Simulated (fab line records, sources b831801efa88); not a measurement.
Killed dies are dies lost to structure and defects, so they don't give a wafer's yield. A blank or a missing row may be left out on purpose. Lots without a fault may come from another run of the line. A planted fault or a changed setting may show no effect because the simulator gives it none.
fab line records | flow sky130
record lots=12 wafers=36 last_day=50
route steps=708 shown SD_P@330 LI_CONTACT@363 LOCAL_INTERCONNECT@389 CONTACT@410
lots that met no fault: from a run of the same line without faults
start_h: hours from the record's first day to the start of the lot's first wafer shown | wait_h: hours since the lot's step before | " the same as in the row above | L1.1+2: a row that stands for several wafers | - no value, or no start given | * or withheld: withheld | < > ~ a bound
route shown NAME@n: a module of which the file shows steps, and the number in the route of the first | usual: mean/standard deviation of fault-free wafers | same: alike in all rows | chamber/n: place in a boat | sites: the reading at each site | _std_site: their standard deviation | _edge_site: outer sites' mean less inner sites' | radius_mm: how far each site lies from the wafer's centre | mask NAME#n: copy n | behind: the tool/chamber that last shaped the wafer | hold: why the lot was held/for how many hours/how that ended | device: the transistor (n, p or np) that didn't switch | end of line: the same wafers' tests at the end of the route | a step without rows: its recipe alone | killed: dies lost to structure and defects at the first sort, not the wafer's yield | map: a wafer's dies, x killed, . not, _ none there
set.NAME: the setting as run; set.NAME@STEP: as run at that earlier step | model.NAME: the simulator's own value behind a step, which no gauge read
steps of the route over a sample of lots; a table a step, a row a wafer
services: from which hour (start_h, from the record's first day; less than 0 if before it) a tool's chamber was out of use, for how many hours, and why
## steps
# step SKY_SD_P_STRIP_10
# recipe chemistry=O2/N2 power_w=1400 pressure_mtorr=1500 platen_temp_c=withheld o2_flow_sccm=3000 n2_flow_sccm=300 overash_fraction=0.5
# usual drypump_motor_current_A=5.85/0.23 n2_flow_sccm=299.9/0.84 oes_product_au=0.618/0.0045 strip_time_to_endpoint_s=17.50/0.035
# columns lot.wafer tool chamber start_h wait_h drypump_motor_current_A n2_flow_sccm oes_product_au rf_hours_counter_h strip_time_to_endpoint_s
L535.1 plasma_asher-03 0 585.98 0.1 6.22 299.6 0.612 46 17.54
L535.2 " 1 " " 5.76 300.6 0.623 46 17.48
L535.5 " 1 " " 5.77 301.5 0.618 - 17.46
L537.3 plasma_asher-03 1 605.36 0.1 5.76 302.2 0.613 - 17.52
L537.5 " 1 " " 5.77 301.7 0.609 - 17.50
L537.6 " 0 " " 6.19 300.4 0.616 - 17.49
L541.1 plasma_asher-01 0 643.52 0.1 5.66 298.9 0.615 92 17.47
L541.2 " 1 " " 5.70 300.0 0.618 92 17.45
L541.4 " 1 " " 5.66 299.5 0.614 - 17.47
L542.4 plasma_asher-03 0 652.20 0.1 6.19 298.8 0.618 - 17.58
L542.5 " 1 " " 5.77 299.7 0.620 - 17.50
L542.6 " 0 " " 6.20 298.3 0.618 - 17.58
L546.3 plasma_asher-03 0 686.27 0.1 6.16 300.3 0.622 - 17.48
L546.4 " 1 " " 5.80 300.3 0.623 - 17.51
L546.6 " 1 " " 5.78 299.8 0.619 - 17.48
L550.2 plasma_asher-03 0 715.27 0.1 6.21 298.8 0.624 59 17.52
L550.3 " 0 " " 6.24 299.7 0.616 - 17.52
L550.4 " 1 " " 5.78 300.6 0.622 - 17.58
L551.2 plasma_asher-01 0 726.92 0.1 5.64 301.0 0.625 100 17.55
L551.4 " 0 " " 5.65 299.9 0.619 - 17.52
L551.6 " 1 " " 5.65 299.6 0.623 - 17.53
L552.1 plasma_asher-01 1 728.68 0.1 5.65 299.9 0.617 100 17.48
L552.3 " 1 " " 5.64 299.9 0.615 - 17.50
L552.4 " 0 " " 5.65 299.9 0.622 - 17.46
L554.1 plasma_asher-03 0 742.71 0.1 6.16 300.4 0.623 62 17.49
L554.2 " 1 " " 5.77 298.4 0.623 62 17.50
L554.4 " 0 " " 6.22 299.8 0.616 - 17.49
L555.1 plasma_asher-03 1 752.90 0.1 5.77 300.3 0.621 63 17.48
L555.4 " 1 " " 5.78 300.4 0.618 - 17.45
L555.5 " 1 " " 5.76 299.9 0.620 - 17.51
L557.1 plasma_asher-03 1 768.77 0.1 5.78 300.9 0.620 64 17.50
L557.2 " 0 " " 6.20 301.7 0.632 64 17.46
L557.4 " 0 " " 6.21 300.8 0.605 - 17.54
L558.1 plasma_asher-01 0 782.52 0.1 5.64 299.2 0.618 4 17.43
L558.4 " 1 " " 5.62 300.3 0.620 - 17.45
L558.6 " 1 " " 5.60 300.1 0.615 - 17.43
# step SKY_LI_CONTACT_THK_MEAS_01
# recipe reads=PSG_of_LI_CONTACT_HDPCVD_00
# usual LI_CONTACT_HDPCVD_THK=930/10
# columns lot.wafer tool chamber start_h wait_h LI_CONTACT_HDPCVD_THK[nm]
L535.1 film_metro-01 - 645.44 0.1 960
L535.2 " - " " 941
L535.5 " - " " 963
L537.3 film_metro-02 - 665.37 0.1 921
L537.5 " - " " 941
L537.6 " - " " 921
L541.1 film_metro-04 - 702.31 0.1 933
L541.2 " - " " 928
L541.4 " - " " 936
L542.4 film_metro-04 - 710.02 0.0 918
L542.5 " - " " 944
L542.6 " - " " 943
L546.3 film_metro-02 - 743.63 0.1 937
L546.4 " - " " 934
L546.6 " - " " 933
L550.2 film_metro-04 - 772.08 0.1 938
L550.3 " - " " 928
L550.4 " - " " 934
L551.2 film_metro-04 - 782.53 0.1 935
L551.4 " - " " 943
L551.6 " - " " 922
L552.1 film_metro-04 - 785.15 0.1 935
L552.3 " - " " 937
L552.4 " - " " 934
L554.1 film_metro-02 - 798.21 0.1 919
L554.2 " - " " 931
L554.4 " - " " 938
L555.1 film_metro-01 - 806.10 0.1 919
L555.4 " - " " 922
L555.5 " - " " 926
L557.1 film_metro-02 - 822.06 0.1 919
L557.2 " - " " 912
L557.4 " - " " 927
L558.1 film_metro-01 - 836.96 0.1 919
L558.4 " - " " 918
L558.6 " - " " 918
# step SKY_LOCAL_INTERCONNECT_THK_MEAS_02
# recipe thk_meas_gauge=xrf reads=TiN_of_LOCAL_INTERCONNECT_SPUTTER_00
# usual LOCAL_INTERCONNECT_TIN_THK=99.2/1.4
# columns lot.wafer tool chamber start_h wait_h LOCAL_INTERCONNECT_TIN_THK[nm]
L535.1 film_metro-03 - 676.31 0.1 99.4
L535.2 " - " " 101.0
L535.5 " - " " 99.5
L537.3 film_metro-04 - 696.05 0.1 99.0
L537.5 " - " " 98.5
L537.6 " - " " 96.5
L541.1 film_metro-03 - 732.03 0.1 101.3
L541.2 " - " " 102.1
L541.4 " - " " 102.5
L542.4 film_metro-02 - 739.36 0.1 98.5
L542.5 " - " " 98.3
L542.6 " - " " 98.5
L546.3 film_metro-03 - 773.00 0.1 100.6
L546.4 " - " " 99.1
L546.6 " - " " 98.6
L550.2 film_metro-03 - 800.98 0.1 97.1
L550.3 " - " " 98.0
L550.4 " - " " 99.2
L551.2 film_metro-02 - 810.39 0.1 99.9
L551.4 " - " " 98.9
L551.6 " - " " 100.3
L552.1 film_metro-04 - 813.63 0.1 97.5
L552.3 " - " " 97.7
L552.4 " - " " 98.8
L554.1 film_metro-04 - 825.83 0.1 101.9
L554.2 " - " " 100.3
L554.4 " - " " 101.2
L555.1 film_metro-03 - 834.00 0.1 96.8
L555.4 " - " " 98.8
L555.5 " - " " 97.6
L557.1 film_metro-04 - 849.73 0.1 97.4
L557.2 " - " " 97.7
L557.4 " - " " 99.3
L558.1 film_metro-03 - 864.34 0.1 99.2
L558.4 " - " " 98.1
L558.6 " - " " 97.9
# step SKY_CONTACT_CMP_04
# recipe material=SiO2 down_force_psi=4 platen_rpm=60 pad_velocity_m_s=0.94248
# usual head_pressure_psi=3.998/0.0081 motor_current_A=12.0/0.89 time_to_endpoint_s=85/4.9
# columns lot.wafer tool chamber start_h wait_h head_pressure_psi motor_current_A time_to_endpoint_s
L535.2 cmp-02 0 706.13 0.1 4.011 12.2 82
L535.1 " 1 " " 3.990 11.6 77
L535.5 " 0 " " 4.007 13.2 83
L537.3 cmp-01 1 725.66 0.1 4.003 11.7 84
L537.6 " 0 " " 3.999 12.7 85
L537.5 " 1 " " 4.000 11.5 83
L541.4 cmp-01 2 760.13 0.1 3.993 12.6 95
L541.1 " 3 " " 4.002 12.3 92
L541.2 " 0 " " 3.993 13.5 81
L542.4 cmp-01 3 767.51 0.2 4.002 12.0 97
L542.5 " 0 " " 3.992 13.6 81
L542.6 " 1 " " 3.991 11.3 82
L546.3 cmp-02 2 800.59 0.0 4.000 11.6 90
L546.4 " 0 " " 3.979 12.4 87
L546.6 " 2 " " 4.003 12.2 88
L550.3 cmp-01 1 828.34 0.0 4.000 11.5 84
L550.4 " 2 " " 4.007 12.4 84
L550.2 " 3 " " 4.009 12.0 82
L551.2 cmp-01 3 838.05 0.0 3.990 11.9 86
L551.4 " 2 " " 3.997 12.4 84
L551.6 " 3 " " 4.004 12.3 85
L552.1 cmp-02 0 840.83 0.1 3.990 12.5 92
L552.3 " 1 " " 3.997 11.8 79
L552.4 " 3 " " 4.013 10.7 90
L554.1 cmp-02 3 853.34 0.1 4.006 10.4 93
L554.2 " 0 " " 4.007 12.4 83
L554.4 " 2 " " 3.994 11.7 88
L555.1 cmp-01 2 860.57 0.1 4.002 12.9 85
L555.4 " 3 " " 3.991 12.1 86
L555.5 " 3 " " 3.997 12.6 81
L557.1 cmp-02 3 878.24 2.7 3.996 10.3 93
L557.4 " 0 " " 4.004 11.9 89
L557.2 " 1 " " 4.005 11.3 84
L558.4 cmp-01 0 890.78 0.1 3.998 13.8 79
L558.1 " 2 " " 4.004 13.2 82
L558.6 " 0 " " 3.997 12.8 80
# step SKY_CONTACT_ETCH_17
# recipe target=SiO2 chemistry=C4F8/O2/Ar stop_on=Si3N4 mask_material=KrF-thick source_w=1500 bias_w=1200 pressure_mtorr=40 c4f8_flow_sccm=withheld O2_flow_sccm=6 Ar_flow_sccm=300 time_s=withheld target_depth_a=3400
# usual oes_product_au=0.892/0.0055
# columns lot.wafer tool chamber start_h wait_h oes_product_au
L535.1 rie_diel-04 3 734.66 0.0 0.891
L535.2 " 1 " " 0.891
L535.5 " 1 " " 0.886
L537.3 rie_diel-04 2 753.28 0.0 0.888
L537.5 " 2 " " 0.894
L537.6 " 3 " " 0.882
L541.1 rie_diel-03 1 787.44 0.0 0.846
L541.2 " 0 " " 0.894
L541.4 " 1 " " 0.838
L542.4 rie_diel-04 3 794.03 0.0 0.826
L542.5 " 2 " " 0.887
L542.6 " 3 " " 0.885
L546.3 rie_diel-03 1 827.54 0.0 0.904
L546.4 " 0 " " 0.888
L546.6 " 2 " " 0.902
L550.2 rie_diel-04 0 854.61 0.0 0.893
L550.3 " 2 " " 0.901
L550.4 " 1 " " 0.890
L551.2 rie_diel-02 2 863.78 0.0 0.892
L551.4 " 0 " " 0.889
L551.6 " 3 " " 0.899
L552.1 rie_diel-03 0 867.44 0.0 0.890
L552.3 " 2 " " 0.887
L552.4 " 3 " " 0.897
L554.1 rie_diel-03 3 879.36 0.0 0.902
L554.2 " 0 " " 0.892
L554.4 " 1 " " 0.898
L555.1 rie_diel-04 1 886.58 0.0 0.893
L555.4 " 3 " " 0.897
L555.5 " 2 " " 0.884
L557.1 rie_diel-02 1 903.48 0.0 0.896
L557.2 " 0 " " 0.895
L557.4 " 3 " " 0.897
L558.1 rie_diel-02 1 916.42 0.0 0.888
L558.4 " 3 " " 0.889
L558.6 " 1 " " 0.885
## services
# columns tool chamber start_h hours kind
cmp-02 - 562.72 0.7 repair
cmp-02 - 571.91 1.3 repair
cmp-02 - 573.23 4.0 pm
cmp-01 - 585.00 1.0 repair
plasma_asher-03 - 589.92 9.5 repair
plasma_asher-03 - 596.00 1.1 repair
cmp-01 - 656.48 4.2 pm
cmp-01 - 663.98 0.5 repair
rie_diel-04 3 664.65 3.1 repair
cmp-01 - 676.59 1.6 repair
rie_diel-04 0 691.83 8.7 repair
cmp-01 - 707.69 4.5 repair
cmp-02 - 725.80 3.7 repair
cmp-01 - 744.11 4.0 pm
cmp-01 - 747.65 1.1 repair
plasma_asher-03 - 753.02 3.6 repair
cmp-01 - 761.06 4.8 pm
cmp-02 - 762.19 2.6 repair
rie_diel-04 - 774.05 2.8 pm
cmp-02 - 812.50 12.4 pm
cmp-02 - 831.38 0.6 repair
cmp-01 - 874.98 3.9 repair
cmp-01 - 894.80 0.4 repair
cmp-01 - 915.26 5.1 repair
## key
first_sign step=SKY_CONTACT_ETCH_17 reading=oes_product_au direction=down sigmas=10 usual=0.892 struck=0.837
effect none on later readings
met_at SKY_CONTACT_CMP_04
struck_lots L541,L542
struck_wafers L541.1,L541.4,L542.4
tester_left_out L541,L542
not_acting_at SKY_SD_P_STRIP_10,SKY_LI_CONTACT_THK_MEAS_01,SKY_LOCAL_INTERCONNECT_THK_MEAS_02
onset_between 725.66 760.13
fault kind=process_parameter_drift tool=cmp-01 chamber=- onset_h=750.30 steps=SKY_CONTACT_CMP_04 channel=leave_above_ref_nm offset=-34 shape=step end_h=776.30 scope=struck_wafers_only acts_in=these_recipes_only stated=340
# tester_left_out: of these lots the tester's yield and bins aren't shown, on N5 and GAA mostly nor the transistor test; their killed dies are dies lost to structure and defects alone, not to doping, threshold or leakage, so they don't give the yield
